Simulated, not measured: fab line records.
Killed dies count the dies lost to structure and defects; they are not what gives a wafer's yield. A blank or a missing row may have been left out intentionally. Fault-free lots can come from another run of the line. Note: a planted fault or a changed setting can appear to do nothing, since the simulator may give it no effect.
fab line records | flow sky130 | part 1 of 2: steps 1 to 43 of 44
[record] lots = 7 | wafers = 19 | last_day = 50
route steps=708 shown VIA2@522 METAL3@532 CAPM@537 PAD_OPEN@708
lots with no fault: from the same line, run without faults
start_h: the number of hours between the record's first day and the start of the first shown wafer of the lot | wait_h: hours since the lot's step before | " unchanged from the row above | L1.1+2: one row covering several wafers at once | - no value, or no start was given | * or withheld: withheld | < > ~ a bound
route shown NAME@n: NAME is a module with steps in the file, n the number in the route of the first one | usual: average and standard deviation across the fault-free wafers | same: alike in all rows | chamber/n: place in a boat | sites: readings site by site | _std_site: their standard deviation | _edge_site: inner sites' mean taken away from outer sites' mean | radius_mm: how far each site lies from the wafer's centre | mask NAME#n: copy n | behind: the last tool/chamber to shape the wafer | hold: reason for holding the lot/hours on hold/outcome of the hold | device: the transistor (n, p or np) that didn't switch | end of line: the route-end tests of the same wafers | a step given without rows: its recipe and nothing more | killed: dies that structure and defects cost at the first sort, which is not the same as the wafer's yield | map: per-die view of a wafer (x killed, . not killed, _ where there is no die)
set.NAME: the setting the step ran with; set.NAME@STEP: the setting that earlier step ran with | model.NAME: the simulator's own value behind a step, which no gauge read
lots at some steps of the route; a table a step, a row a wafer
services: when a tool's chamber went out of use (start_h, in hours from the record's first day, below 0 if earlier), for how many hours, and the reason
[[steps]]
[step SKY_VIA2_ETCH_15]
[recipe] target = SiO2 | chemistry = C4F8/O2/Ar | target_depth_nm = 546 | stop_on = TiN | mask_material = KrF-thick | source_w = 1500 | bias_w = 1200 | pressure_mtorr = 40 | c4f8_flow_sccm = withheld | O2_flow_sccm = 6 | Ar_flow_sccm = 300 | time_s = 84
[step SKY_VIA2_STRIP_16]
[recipe] chemistry = O2/N2 | power_w = 1400 | pressure_mtorr = 1500 | platen_temp_c = withheld | o2_flow_sccm = 3000 | n2_flow_sccm = 300 | overash_fraction = 0.5
[step SKY_VIA2_STRIP_17]
[recipe] chemistry = post_etch_residue_remover | time_s = 1200 | temp_c = 72.5
[step SKY_VIA2_CLEAN_18]
[recipe] chemistry = IPA | time_s = 180 | temp_c = 25
[step SKY_VIA2_CLEAN_19]
[recipe] chemistry = O3/DIW | dry = n2_spin
[step SKY_VIA2_SPUTTER_20]
[recipe] material = TiN | target_thk_nm = 20 | chamber_pressure_pa = 5 | power_w = 4000 | time_s = 80
[usual] throttle_valve_pct = 30.0/1.2
lot.wafer | tool           | chamber | start_h | wait_h | throttle_valve_pct
L461.1    | pvd_sputter-02 | -       | 873.24  | 0.0    | 30.7
L461.2    | "              | -       | "       | "      | 31.8
L461.4    | "              | -       | "       | "      | 31.6
L465.1    | pvd_sputter-04 | -       | 904.73  | 0.0    | 27.8
L465.6    | "              | -       | "       | "      | 28.7
L466.1    | pvd_sputter-02 | -       | 913.25  | 0.0    | 31.3
L466.6    | "              | -       | "       | "      | 31.8
L474.4    | pvd_sputter-02 | -       | 976.48  | 0.0    | 31.5
L474.5    | "              | -       | "       | "      | 31.7
L474.6    | "              | -       | "       | "      | 30.8
L476.1    | pvd_sputter-03 | -       | 984.24  | 0.0    | 31.0
L476.3    | "              | -       | "       | "      | 29.9
L476.5    | "              | -       | "       | "      | 29.6
L477.2    | pvd_sputter-02 | -       | 985.60  | 0.0    | 30.8
L477.3    | "              | -       | "       | "      | 30.6
L477.5    | "              | -       | "       | "      | 31.9
L480.1    | pvd_sputter-03 | -       | 1007.29 | 0.0    | 29.4
L480.5    | "              | -       | "       | "      | 30.1
L480.6    | "              | -       | "       | "      | 28.8
[step SKY_VIA2_CVD_21]
[recipe] material = W | target_thk_nm = 420 | time_s = 126.4 | temp_c = 400 | pressure_torr = 40
[usual] heater_power_w = 831/39 | susceptor_temp_C = 399.99/0.2
lot.wafer | tool     | chamber | start_h | wait_h | heater_power_w | susceptor_temp_C
L461.1    | cvd_w-01 | 0       | 873.30  | 0.0    | 836            | 399.64
L461.2    | "        | 1       | "       | "      | 860            | 399.70
L461.4    | "        | 0       | "       | "      | 839            | 399.90
L465.1    | cvd_w-02 | 0       | 904.79  | 0.0    | 877            | 399.89
L465.6    | "        | 0       | "       | "      | 876            | 399.84
L466.1    | cvd_w-02 | 1       | 913.31  | 0.0    | 868            | 399.83
L466.6    | "        | 1       | "       | "      | 862            | 399.95
L474.4    | cvd_w-01 | 0       | 976.58  | 0.1    | 770            | 400.04
L474.5    | "        | 0       | "       | "      | 766            | 399.88
L474.6    | "        | 1       | "       | "      | 806            | 400.00
L476.1    | cvd_w-01 | 1       | 984.30  | 0.0    | 795            | 399.95
L476.3    | "        | 0       | "       | "      | 790            | 400.06
L476.5    | "        | 1       | "       | "      | 817            | 400.31
L477.2    | cvd_w-01 | 1       | 985.66  | 0.0    | 820            | 400.05
L477.3    | "        | 0       | "       | "      | 742            | 400.23
L477.5    | "        | 0       | "       | "      | 767            | 400.10
L480.1    | cvd_w-02 | 1       | 1007.35 | 0.0    | 817            | 399.80
L480.5    | "        | 1       | "       | "      | 824            | 399.85
L480.6    | "        | 0       | "       | "      | 859            | 400.04
[step SKY_VIA2_RS_MEAS_22]
[recipe] thk_meas_gauge = four-point-probe | reads = W_of_VIA2_CVD_21+TiN_of_VIA2_SPUTTER_20
[usual] VIA2_W_RS = 0.272/0.0036
lot.wafer | tool          | chamber | start_h | wait_h | VIA2_W_RS[ohm/sq]
L461.1    | film_metro-02 | -       | 873.43  | 0.1    | 0.265
L461.2    | "             | -       | "       | "      | 0.273
L461.4    | "             | -       | "       | "      | 0.264
L465.1    | film_metro-01 | -       | 904.92  | 0.1    | 0.273
L465.6    | "             | -       | "       | "      | 0.274
L466.1    | film_metro-04 | -       | 913.44  | 0.1    | 0.271
L466.6    | "             | -       | "       | "      | 0.271
L474.4    | film_metro-01 | -       | 976.73  | 0.1    | 0.267
L474.5    | "             | -       | "       | "      | 0.267
L474.6    | "             | -       | "       | "      | 0.273
L476.1    | film_metro-04 | -       | 984.43  | 0.1    | 0.274
L476.3    | "             | -       | "       | "      | 0.267
L476.5    | "             | -       | "       | "      | 0.274
L477.2    | film_metro-02 | -       | 985.81  | 0.1    | 0.278
L477.3    | "             | -       | "       | "      | 0.269
L477.5    | "             | -       | "       | "      | 0.266
L480.1    | film_metro-04 | -       | 1007.48 | 0.1    | 0.271
L480.5    | "             | -       | "       | "      | 0.269
L480.6    | "             | -       | "       | "      | 0.268
[step SKY_VIA2_THK_MEAS_23]
[recipe] thk_meas_gauge = xrf | reads = W_of_VIA2_CVD_21
[usual] VIA2_W_THK = 402/7.6
lot.wafer | tool          | chamber | start_h | wait_h | VIA2_W_THK[nm]
L461.1    | film_metro-02 | -       | 873.55  | 0.1    | 405
L461.2    | "             | -       | "       | "      | 392
L461.4    | "             | -       | "       | "      | 406
L465.1    | film_metro-01 | -       | 905.04  | 0.1    | 411
L465.6    | "             | -       | "       | "      | 407
L466.1    | film_metro-04 | -       | 913.56  | 0.1    | 398
L466.6    | "             | -       | "       | "      | 397
L474.4    | film_metro-01 | -       | 976.82  | 0.1    | 412
L474.5    | "             | -       | "       | "      | 411
L474.6    | "             | -       | "       | "      | 402
L476.1    | film_metro-04 | -       | 984.55  | 0.1    | 397
L476.3    | "             | -       | "       | "      | 410
L476.5    | "             | -       | "       | "      | 400
L477.2    | film_metro-02 | -       | 985.92  | 0.1    | 389
L477.3    | "             | -       | "       | "      | 400
L477.5    | "             | -       | "       | "      | 408
L480.1    | film_metro-04 | -       | 1007.60 | 0.1    | 403
L480.5    | "             | -       | "       | "      | 406
L480.6    | "             | -       | "       | "      | 405
[step SKY_VIA2_CMP_24]
[recipe] stop_on = SiO2 | t_overpolish_s = 20 | down_force_psi = 3.5 | platen_rpm = 60 | target_thk_nm = 0 | pad_velocity_m_s = 0.94248
[step SKY_METAL3_SPUTTER_00]
[recipe] material = Ti | target_thk_nm = 15 | power_w = 3000 | time_s = 10 | chamber_pressure_pa = 0.4
[step SKY_METAL3_SPUTTER_01]
[recipe] material = TiN | target_thk_nm = 20 | power_w = 6500 | time_s = 16.7 | chamber_pressure_pa = 0.4
[step SKY_METAL3_SPUTTER_02]
[recipe] material = AlCu | target_thk_nm = 735 | power_w = 10600 | time_s = 39.1 | chamber_pressure_pa = 0.4
[usual] throttle_valve_pct = 30.0/1
lot.wafer | tool           | chamber | start_h | wait_h | throttle_valve_pct | model.AlCu_of_METAL3_SPUTTER_02.thk_nm
L461.1    | pvd_sputter-03 | -       | 873.96  | 0.0    | 31.2               | 761
L461.2    | "              | -       | "       | "      | 28.8               | 739.1
L461.4    | "              | -       | "       | "      | 30.0               | 734.8
L465.1    | pvd_sputter-03 | -       | 905.45  | 0.0    | 30.0               | 758.1
L465.6    | "              | -       | "       | "      | 29.8               | 760.8
L466.1    | pvd_sputter-03 | -       | 914.24  | 0.0    | 28.6               | 764.8
L466.6    | "              | -       | "       | "      | 28.9               | 771.9
L474.4    | pvd_sputter-03 | -       | 977.20  | 0.0    | 30.9               | 742.5
L474.5    | "              | -       | "       | "      | 28.7               | 746.4
L474.6    | "              | -       | "       | "      | 30.0               | 735.5
L476.1    | pvd_sputter-01 | -       | 984.96  | 0.0    | 28.4               | 738.9
L476.3    | "              | -       | "       | "      | 29.1               | 730.2
L476.5    | "              | -       | "       | "      | 30.1               | 731.1
L477.2    | pvd_sputter-01 | -       | 986.42  | 0.0    | 28.5               | 744.1
L477.3    | "              | -       | "       | "      | 29.1               | 736.9
L477.5    | "              | -       | "       | "      | 30.1               | 731
L480.1    | pvd_sputter-01 | -       | 1008.01 | 0.0    | 29.1               | 725.8
L480.5    | "              | -       | "       | "      | 29.7               | 730
L480.6    | "              | -       | "       | "      | 28.5               | 733.3
[step SKY_METAL3_SPUTTER_03]
[recipe] material = Ti | target_thk_nm = 5 | power_w = 3000 | time_s = 3.3 | chamber_pressure_pa = 0.4
[usual] throttle_valve_pct = 29.9/1
lot.wafer | tool           | chamber | start_h | wait_h | throttle_valve_pct
L461.1    | pvd_sputter-03 | -       | 874.00  | 0.0    | 30.7
L461.2    | "              | -       | "       | "      | 28.7
L461.4    | "              | -       | "       | "      | 30.1
L465.1    | pvd_sputter-03 | -       | 905.49  | 0.0    | 30.0
L465.6    | "              | -       | "       | "      | 29.2
L466.1    | pvd_sputter-03 | -       | 914.28  | 0.0    | 28.8
L466.6    | "              | -       | "       | "      | 29.0
L474.4    | pvd_sputter-03 | -       | 977.24  | 0.0    | 31.0
L474.5    | "              | -       | "       | "      | 29.0
L474.6    | "              | -       | "       | "      | 30.0
L476.1    | pvd_sputter-01 | -       | 985.00  | 0.0    | 28.8
L476.3    | "              | -       | "       | "      | 29.1
L476.5    | "              | -       | "       | "      | 30.1
L477.2    | pvd_sputter-01 | -       | 986.46  | 0.0    | 28.2
L477.3    | "              | -       | "       | "      | 29.1
L477.5    | "              | -       | "       | "      | 30.5
L480.1    | pvd_sputter-01 | -       | 1008.05 | 0.0    | 29.1
L480.5    | "              | -       | "       | "      | 29.3
L480.6    | "              | -       | "       | "      | 28.5
[step SKY_METAL3_SPUTTER_04]
[recipe] material = TiN | target_thk_nm = 70 | power_w = 6500 | time_s = 58.3 | chamber_pressure_pa = 0.4
[step SKY_CAPM_CVD_00]
[recipe] material = SiO2 | target_thk_nm = 15.5 | temp_c = 400 | time_s = withheld | rf_w = 450
[usual] heater_power_w = 674/84 | susceptor_temp_C = 400.02/0.22
lot.wafer | tool     | chamber | start_h | wait_h | heater_power_w | susceptor_temp_C
L461.1    | pecvd-02 | 0       | 874.07  | 0.0    | 650            | 399.84
L461.2    | "        | 2       | "       | "      | 669            | 400.10
L461.4    | "        | 1       | "       | "      | 607            | 399.99
L465.1    | pecvd-01 | 1       | 905.56  | 0.0    | 648            | 400.28
L465.6    | "        | 1       | "       | "      | 663            | 400.33
L466.1    | pecvd-01 | 1       | 914.34  | 0.0    | 695            | 400.10
L466.6    | "        | 2       | "       | "      | 757            | 400.16
L474.4    | pecvd-02 | 1       | 977.31  | 0.0    | 675            | 399.98
L474.5    | "        | 0       | "       | "      | 698            | 399.80
L474.6    | "        | 2       | "       | "      | 611            | 400.20
L476.1    | pecvd-02 | 2       | 985.07  | 0.0    | 633            | 399.77
L476.3    | "        | 2       | "       | "      | 624            | 400.34
L476.5    | "        | 2       | "       | "      | 632            | 400.28
L477.2    | pecvd-01 | 0       | 986.53  | 0.0    | 566            | 400.02
L477.3    | "        | 2       | "       | "      | 689            | 400.08
L477.5    | "        | 0       | "       | "      | 583            | 400.12
L480.1    | pecvd-01 | 0       | 1008.12 | 0.0    | 624            | 400.06
L480.5    | "        | 0       | "       | "      | 624            | 400.27
L480.6    | "        | 1       | "       | "      | 621            | 400.09
[step SKY_CAPM_THK_MEAS_01]
[recipe] reads = SiO2_of_CAPM_CVD_00
[usual] CAPM_CVD_00_THK = 15.58/0.21
lot.wafer | tool          | chamber | start_h | wait_h | CAPM_CVD_00_THK[nm]
L461.1    | film_metro-04 | -       | 874.09  | -      | 15.13
L461.2    | "             | -       | "       | "      | 15.48
L461.4    | "             | -       | "       | "      | 15.52
L465.1    | film_metro-02 | -       | 905.58  | -      | 15.54
L465.6    | "             | -       | "       | "      | 15.58
L466.1    | film_metro-02 | -       | 914.36  | -      | 15.92
L466.6    | "             | -       | "       | "      | 16.01
L474.4    | film_metro-03 | -       | 977.36  | -      | 15.72
L474.5    | "             | -       | "       | "      | 15.71
L474.6    | "             | -       | "       | "      | 15.93
L476.1    | film_metro-03 | -       | 985.10  | -      | 15.69
L476.3    | "             | -       | "       | "      | 15.59
L476.5    | "             | -       | "       | "      | 15.57
L477.2    | film_metro-04 | -       | 986.56  | -      | 15.23
L477.3    | "             | -       | "       | "      | 15.40
L477.5    | "             | -       | "       | "      | 15.57
L480.1    | film_metro-04 | -       | 1008.15 | -      | 15.34
L480.5    | "             | -       | "       | "      | 15.32
L480.6    | "             | -       | "       | "      | 15.49
[step SKY_CAPM_SPUTTER_02]
[recipe] material = TiN | target_thk_nm = 200 | temp_c = 300 | power_w = 6500 | time_s = 166.7 | chamber_pressure_pa = 0.4
[usual] susceptor_temp_C = 300.01/0.21 | throttle_valve_pct = 29.4/1.2
lot.wafer | tool           | chamber | start_h | wait_h | susceptor_temp_C | throttle_valve_pct
L461.1    | pvd_sputter-04 | -       | 874.15  | 0.1    | 299.97           | 30.0
L461.2    | "              | -       | "       | "      | 299.70           | 27.7
L461.4    | "              | -       | "       | "      | 300.36           | 29.1
L465.1    | pvd_sputter-01 | -       | 905.64  | 0.1    | 299.70           | 28.6
L465.6    | "              | -       | "       | "      | 300.33           | 29.3
L466.1    | pvd_sputter-04 | -       | 914.42  | 0.1    | 299.98           | 29.8
L466.6    | "              | -       | "       | "      | 300.12           | 29.8
L474.4    | pvd_sputter-02 | -       | 977.39  | 0.0    | 300.62           | 31.4
L474.5    | "              | -       | "       | "      | 300.08           | 31.7
L474.6    | "              | -       | "       | "      | 299.92           | 30.6
L476.1    | pvd_sputter-04 | -       | 985.16  | 0.1    | 300.00           | 27.7
L476.3    | "              | -       | "       | "      | 300.02           | 29.0
L476.5    | "              | -       | "       | "      | 300.06           | 28.6
L477.2    | pvd_sputter-04 | -       | 986.61  | 0.0    | 299.77           | 29.0
L477.3    | "              | -       | "       | "      | 299.90           | 27.4
L477.5    | "              | -       | "       | "      | 300.10           | 28.9
L480.1    | pvd_sputter-04 | -       | 1008.21 | 0.1    | 300.62           | 28.8
L480.5    | "              | -       | "       | "      | 299.99           | 30.1
L480.6    | "              | -       | "       | "      | 299.90           | 29.0
[step SKY_CAPM_RS_MEAS_03]
[recipe] thk_meas_gauge = four-point-probe | reads = TiN_of_CAPM_SPUTTER_02
[usual] CAPM_TIN_RS = 6.90/0.087
lot.wafer | tool          | chamber | start_h | wait_h | CAPM_TIN_RS[ohm/sq]
L461.1    | film_metro-03 | -       | 874.26  | 0.1    | 6.85
L461.2    | "             | -       | "       | "      | 6.90
L461.4    | "             | -       | "       | "      | 6.94
L465.1    | film_metro-03 | -       | 905.75  | 0.1    | 7.10
L465.6    | "             | -       | "       | "      | 7.00
L466.1    | film_metro-04 | -       | 914.53  | 0.1    | 6.83
L466.6    | "             | -       | "       | "      | 6.89
L474.4    | film_metro-04 | -       | 977.55  | 0.1    | 6.89
L474.5    | "             | -       | "       | "      | 6.90
L474.6    | "             | -       | "       | "      | 6.79
L476.1    | film_metro-04 | -       | 985.27  | 0.1    | 6.92
L476.3    | "             | -       | "       | "      | 7.01
L476.5    | "             | -       | "       | "      | 6.99
L477.2    | film_metro-02 | -       | 986.74  | 0.1    | 6.97
L477.3    | "             | -       | "       | "      | 6.95
L477.5    | "             | -       | "       | "      | 6.90
L480.1    | film_metro-04 | -       | 1008.32 | 0.1    | 6.87
L480.5    | "             | -       | "       | "      | 6.85
L480.6    | "             | -       | "       | "      | 6.88
[step SKY_CAPM_THK_MEAS_04]
[recipe] thk_meas_gauge = xrf | reads = TiN_of_CAPM_SPUTTER_02
[usual] CAPM_TIN_THK = 197.4/2.3
lot.wafer | tool          | chamber | start_h | wait_h | CAPM_TIN_THK[nm]
L461.1    | film_metro-03 | -       | 874.38  | 0.1    | 200.4
L461.2    | "             | -       | "       | "      | 198.7
L461.4    | "             | -       | "       | "      | 198.1
L465.1    | film_metro-03 | -       | 905.87  | 0.1    | 192.4
L465.6    | "             | -       | "       | "      | 195.6
L466.1    | film_metro-04 | -       | 914.65  | 0.1    | 197.8
L466.6    | "             | -       | "       | "      | 196.1
L474.4    | film_metro-04 | -       | 977.64  | 0.1    | 197.1
L474.5    | "             | -       | "       | "      | 196.8
L474.6    | "             | -       | "       | "      | 199.8
L476.1    | film_metro-04 | -       | 985.39  | 0.1    | 196.0
L476.3    | "             | -       | "       | "      | 193.4
L476.5    | "             | -       | "       | "      | 194.0
L477.2    | film_metro-02 | -       | 986.85  | 0.1    | 196.2
L477.3    | "             | -       | "       | "      | 196.4
L477.5    | "             | -       | "       | "      | 198.4
L480.1    | film_metro-04 | -       | 1008.44 | 0.1    | 198.0
L480.5    | "             | -       | "       | "      | 199.2
L480.6    | "             | -       | "       | "      | 197.0
[step SKY_CAPM_DEHYDRATE_05]
[recipe] temp_c = 200 | time_s = 60
[step SKY_CAPM_HMDS_06]
[recipe] prime_time_s = 60 | prime_temp_c = 120
[step SKY_CAPM_COAT_07]
[recipe] resist = NOVOLAK | spin_rpm = 3000 | resist_thk_nm = 1140
[step SKY_CAPM_SOFTBAKE_08]
[recipe] temp_c = 90 | time_s = 60 | resist = NOVOLAK
[step SKY_CAPM_EXPOSE_09]
[recipe] mask_id = CAPM | na = 0.6 | source_shape = conventional | sigma_outer = 0.6 | polarization = unpolarized | target_cd_nm = 1000 | dose_mj = 159
[step SKY_CAPM_PEB_10]
[recipe] temp_c = withheld | time_s = * | resist = NOVOLAK
[step SKY_CAPM_DEVELOP_11]
[recipe] resist = NOVOLAK | developer = TMAH | develop_time_s = 60 | dev_temp_c = 23
[step SKY_CAPM_OVL_MEAS_12]
[usual] CAPM_OVL = 0.2/1.2
lot.wafer | tool       | chamber | start_h | wait_h | CAPM_OVL[nm]
L461.1    | overlay-01 | -       | 900.20  | 0.1    | 2.5
L461.2    | "          | -       | "       | "      | 0.6
L461.4    | "          | -       | "       | "      | 0.2
L465.1    | overlay-02 | -       | 930.34  | 0.1    | 0.6
L465.6    | "          | -       | "       | "      | -0.5
L466.1    | overlay-01 | -       | 939.34  | 0.1    | 1.3
L466.6    | "          | -       | "       | "      | 0.6
L474.4    | overlay-01 | -       | 1000.28 | 0.1    | 2.0
L474.5    | "          | -       | "       | "      | 1.2
L474.6    | "          | -       | "       | "      | 0.9
L476.1    | overlay-02 | -       | 1008.56 | 0.1    | -2.1
L476.3    | "          | -       | "       | "      | -0.7
L476.5    | "          | -       | "       | "      | -0.4
L477.2    | overlay-02 | -       | 1009.79 | 0.1    | 0.9
L477.3    | "          | -       | "       | "      | 1.1
L477.5    | "          | -       | "       | "      | -0.5
L480.1    | overlay-02 | -       | 1031.39 | 0.1    | -0.2
L480.5    | "          | -       | "       | "      | 0.0
L480.6    | "          | -       | "       | "      | -0.7
[step SKY_CAPM_METAL_ETCH_13]
[recipe] target_depth_nm = 220 | stop_on = SiO2 | chemistry = Cl2/BCl3 | target = TiN | pressure_mtorr = 10 | icp_w = 900 | bias_w = 48.5 | Cl2_flow_sccm = 60 | bcl3_flow_sccm = 30 | time_s = 62.9
[step SKY_CAPM_STRIP_14]
[recipe] chemistry = O2/N2 | power_w = 1400 | pressure_mtorr = 1500 | platen_temp_c = withheld | o2_flow_sccm = 3000 | n2_flow_sccm = 300 | overash_fraction = 0.5
[step SKY_CAPM_STRIP_15]
[recipe] chemistry = post_etch_residue_remover | time_s = 1200 | temp_c = 72.5
[step SKY_CAPM_CLEAN_16]
[recipe] chemistry = IPA | time_s = 180 | temp_c = 25
[step SKY_CAPM_CLEAN_17]
[recipe] chemistry = O3/DIW | dry = n2_spin
[step SKY_METAL3_DEHYDRATE_05]
[recipe] temp_c = 200 | time_s = 60
[step SKY_METAL3_HMDS_06]
[recipe] prime_time_s = 60 | prime_temp_c = 120
[step SKY_METAL3_COAT_07]
[recipe] resist = BARC | temp_c = withheld | time_s = withheld | spin_rpm = 3000 | resist_thk_nm = 60
[step SKY_METAL3_COAT_08]
[recipe] resist = KrF-thick | spin_rpm = 3000 | resist_thk_nm = 1140
[step SKY_METAL3_SOFTBAKE_09]
[recipe] temp_c = 100 | time_s = 90 | resist = KrF-thick
[step SKY_METAL3_EXPOSE_10]
[recipe] mask_id = MM3 | na = 0.68 | source_shape = annular | sigma_inner = 0.4 | sigma_outer = 0.8 | target_cd_nm = 300 | dose_mj = 28
[step SKY_METAL3_PEB_11]
[recipe] peb_temp_c = withheld | peb_time_s = withheld | resist = KrF-thick
[step SKY_METAL3_DEVELOP_12]
[recipe] develop_time_s = 60 | resist = KrF-thick | dev_temp_c = 21
[step SKY_METAL3_CD_MEAS_13]
[recipe] target_cd_nm = 300
[usual] cd_nm = 300.6/1.4
lot.wafer | tool      | chamber | start_h | wait_h | cd_nm
L461.1    | cd_sem-01 | -       | 925.49  | -      | 302.6
L461.2    | "         | -       | "       | "      | 301.8
L461.4    | "         | -       | "       | "      | 302.4
L465.1    | cd_sem-01 | -       | 955.39  | -      | 301.9
L465.6    | "         | -       | "       | "      | 301.5
L466.1    | cd_sem-02 | -       | 963.92  | -      | 304.5
L466.6    | "         | -       | "       | "      | 301.4
L474.4    | cd_sem-02 | -       | 1023.80 | -      | 299.9
L474.5    | "         | -       | "       | "      | 301.1
L474.6    | "         | -       | "       | "      | 299.3
L476.1    | cd_sem-01 | -       | 1032.07 | -      | 302.0
L476.3    | "         | -       | "       | "      | 301.9
L476.5    | "         | -       | "       | "      | 302.0
L477.2    | cd_sem-01 | -       | 1033.13 | -      | 298.7
L477.3    | "         | -       | "       | "      | 302.5
L477.5    | "         | -       | "       | "      | 301.3
L480.1    | cd_sem-01 | -       | 1054.46 | -      | 298.6
L480.5    | "         | -       | "       | "      | 298.6
L480.6    | "         | -       | "       | "      | 298.4
[step SKY_METAL3_METAL_ETCH_18]
[recipe] target_depth_a = 8450 | stop_on = SiO2 | over_etch_frac = 0.3 | time_s = 183.1 | chemistry = Cl2/BCl3 | resist_sidewall_deg = 88 | pressure_mtorr = 10 | icp_w = 900 | bias_w = 48.5 | Cl2_flow_sccm = 60 | bcl3_flow_sccm = 30
[usual] drypump_motor_current_A = 5.6/0.38 | oes_product_au = 0.867/0.0062 | throttle_valve_pct = 22.263/0.0092
lot.wafer | tool         | chamber | start_h | wait_h | drypump_motor_current_A | oes_product_au | rf_hours_counter_h | throttle_valve_pct | model.METAL3.feature_depth_nm | model.etch.depth_nm
L461.1    | rie_metal-02 | 1       | 925.79  | 0.0    | 6.0                     | 0.869          | 10                 | 22.250             | 892.9                         | 892.9
L461.2    | "            | 0       | "       | "      | 5.7                     | 0.868          | 16                 | 22.269             | 871.1                         | 871.1
L461.4    | "            | 1       | "       | "      | 6.0                     | 0.866          | -                  | 22.259             | 866.4                         | 866.4
L465.1    | rie_metal-02 | 1       | 955.69  | 0.0    | 6.0                     | 0.882          | 12                 | 22.270             | 887.8                         | 887.8
L465.6    | "            | 0       | "       | "      | 5.7                     | 0.888          | -                  | 22.257             | 890.6                         | 890.6
L466.1    | rie_metal-03 | 0       | 964.23  | 0.0    | 5.1                     | 0.888          | 6                  | 22.251             | 895.2                         | 895.2
L466.6    | "            | 0       | "       | "      | 5.1                     | 0.891          | -                  | 22.266             | 902.6                         | 902.6
L474.4    | rie_metal-03 | 1       | 1024.10 | 0.1    | 4.9                     | 0.865          | -                  | 22.271             | 870.9                         | 870.9
L474.5    | "            | 1       | "       | "      | 5.0                     | 0.867          | -                  | 22.268             | 875.6                         | 875.6
L474.6    | "            | 0       | "       | "      | 5.1                     | 0.869          | -                  | 22.248             | 865.9                         | 865.9
L476.1    | rie_metal-03 | 1       | 1032.38 | 0.0    | 4.9                     | 0.874          | 19                 | 22.265             | 868.9                         | 868.9
L476.3    | "            | 1       | "       | "      | 4.9                     | 0.857          | -                  | 22.267             | 859.9                         | 859.9
L476.5    | "            | 1       | "       | "      | 5.0                     | 0.869          | -                  | 22.263             | 861.3                         | 861.3
L477.2    | rie_metal-02 | 0       | 1033.41 | 0.0    | 5.7                     | 0.872          | 23                 | 22.275             | 874.2                         | 874.2
L477.3    | "            | 0       | "       | "      | 5.7                     | 0.868          | -                  | 22.272             | 866.8                         | 866.8
L477.5    | "            | 1       | "       | "      | 6.0                     | 0.864          | -                  | 22.262             | 861.8                         | 861.8
L480.1    | rie_metal-01 | 1       | 1054.76 | 0.0    | 5.1                     | 0.861          | 4                  | 22.275             | 855.7                         | 855.7
L480.5    | "            | 1       | "       | "      | 5.1                     | 0.862          | -                  | 22.263             | 859                           | 859
L480.6    | "            | 0       | "       | "      | 5.7                     | 0.869          | -                  | 22.260             | 862.7                         | 862.7
[[key]]
first_sign none at tools or gauges
[model_effect] step = SKY_METAL3_SPUTTER_02 | value = AlCu_of_METAL3_SPUTTER_02.thk_nm | without = 743.2 | struck = 763.3
[model_effect] step = SKY_METAL3_METAL_ETCH_18 | value = METAL3.feature_depth_nm | without = 873.7 | struck = 893.8
[model_effect] step = SKY_PAD_OPEN_PROBE_99 | value = etest.met3.rs_ohm_sq | without = 0.04223 | struck = 0.04111
met_at SKY_METAL3_SPUTTER_02
struck_wafers L461.1,L465.1,L465.6,L466.1,L466.6
[fault] kind = process_parameter_drift | tool = pvd_sputter-03 | chamber = - | onset_h = 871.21 | steps = SKY_METAL3_SPUTTER_02 | channel = target_thk_nm | offset = 20.078 | shape = step | end_h = 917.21 | scope = struck_wafers_only | acts_in = these_recipes_only | stated = 735
